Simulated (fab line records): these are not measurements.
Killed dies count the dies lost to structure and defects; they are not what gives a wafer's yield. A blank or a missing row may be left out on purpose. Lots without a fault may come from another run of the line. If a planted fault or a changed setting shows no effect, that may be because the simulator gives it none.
A struck lot beside a sound one | flow gf180mcu | 16 out of 602 route steps
Sound: wafers L152.1, L152.3, L152.5. Wafers L167.1, L167.4, L167.6 were the ones struck. Last of all comes the cause.
For every step that has rows: the tool of each side, followed by ch and its chambers, followed by its first start. Under that, the readings that differ: sound wafers | struck wafers | difference of the means | sigmas: that difference in standard deviations of wafers without a fault.
alike: a reading whose means differ by less than 2 such deviations, as well as words and numbers matching on both sides. not compared: withheld readings; readings where some wafer has no value; bounds like >300 that might hide an equal value; numbers whose values overlap and for which the record gives no deviation.
A row with sigmas, a row that says differs or no value, or rows on one side alone: a step with any of these is where the two part. Numbers that don't overlap but have no deviation are shown without sigmas and don't part them. Lack of a reading on every wafer of one side parts them only where that side has two or more wafers.

first, 3 steps without rows for these wafers: GF_V1_EXPOSE_11 (exposes mask Via1, target cd 260 nm); GF_V1_PEB_12 (peb time 90 s); GF_V1_DEVELOP_13 (develop time 58.04 s).
GF_V1_CD_MEAS_14: target cd 260 nm.
  struck on cd_sem-02, day 24 08:15; sound on cd_sem-02, day 17 23:24
  alike: cd_nm
GF_V1_OVL_MEAS_15:
  struck on overlay-02, day 24 08:22; sound on overlay-02, day 17 23:31
  alike: V1_OVL
then, 1 step without rows for these wafers: GF_V1_ETCH_16 (etches BARC in N2/H2).
GF_V1_ETCH_17: etches SiO2 in C4F8/O2/Ar, stops on TiN, target depth 630 nm.
  sound: rie_diel-01 ch 0,2; struck: rie_diel-01 ch 0,2,3
  alike: oes_product_au
GF_V1_STRIP_18: strips in O2/N2.
  sound on plasma_asher-03 ch 0,1, day 17 23:41; struck on plasma_asher-02 ch 0,1, day 24 08:32
  alike: drypump_motor_current_A, heater_power_w, oes_product_au
  not compared: rf_hours_counter_h
then, 2 steps without rows for these wafers: GF_V1_STRIP_19 (strips in post etch residue remover, time 1200 s); GF_V1_CLEAN_20 (cleans in DIW).
GF_V1_SPUTTER_21: material Ti, target thk 15 nm, time 80.02 s.
  struck on pvd_sputter-01, day 24 09:04; sound on pvd_sputter-01, day 18 00:13
  alike: throttle_valve_pct
GF_V1_SPUTTER_22: material TiN, target thk 10 nm, time 40 s.
  struck on pvd_sputter-01, day 24 09:08; sound on pvd_sputter-01, day 18 00:17
  alike: throttle_valve_pct
GF_V1_CVD_23: deposits W, target thk 350 nm, time 105.05 s.
  sound on cvd_w-02 ch 0,1, day 18 00:19; struck on cvd_w-02 ch 0, day 24 09:10
  reading                          | sound             | struck            | difference | sigmas
  chamber_pressure_Torr (Torr)     | 39.91 40.10 40.01 | 43.36 43.24 43.27 | +3.28      | +36
  model.W_of_V1_CVD_23.thk_nm (nm) | 346.2 351.6 355.4 | 362.8 362.7 359.1 | +10.5      |
  alike: heater_power_w
GF_V1_RS_MEAS_24: uses a four-point probe to measure.
  struck on film_metro-01, day 24 09:34; sound on film_metro-02, day 18 00:26
  reading          | sound                | struck               | difference | sigmas
  V1_W_RS (ohm/sq) | 0.3308 0.3262 0.3225 | 0.3157 0.3155 0.3183 | -0.0100    | -4
  not compared: hold
GF_V1_THK_MEAS_25: measures by xrf.
  struck on film_metro-01, day 24 12:55; sound on film_metro-02, day 18 00:33
  reading       | sound       | struck      | difference | sigmas
  V1_W_THK (nm) | 346 352 355 | 362 363 359 | +10        | +3
  not compared: hold
GF_V1_CMP_26: polishes, stops on SiO2, t overpolish 15 s, target thk 0 nm.
  sound on cmp-02 ch 1,3, day 18 00:37; struck on cmp-02 ch 2,3, day 24 15:02
  reading | sound | struck                                                                     | difference                   | sigmas
  hold    | - - - | await_dispo/2.0h/release await_dispo/2.0h/release await_dispo/2.0h/release | no value on the sound wafers |
  alike: head_pressure_psi, motor_current_A, overpolish_run_s, platen_rpm, time_to_endpoint_s

## WHERE THEY PART
First at GF_V1_CVD_23; last, within this record, at GF_V1_CMP_26.

WHY: whatever the simulator had introduced
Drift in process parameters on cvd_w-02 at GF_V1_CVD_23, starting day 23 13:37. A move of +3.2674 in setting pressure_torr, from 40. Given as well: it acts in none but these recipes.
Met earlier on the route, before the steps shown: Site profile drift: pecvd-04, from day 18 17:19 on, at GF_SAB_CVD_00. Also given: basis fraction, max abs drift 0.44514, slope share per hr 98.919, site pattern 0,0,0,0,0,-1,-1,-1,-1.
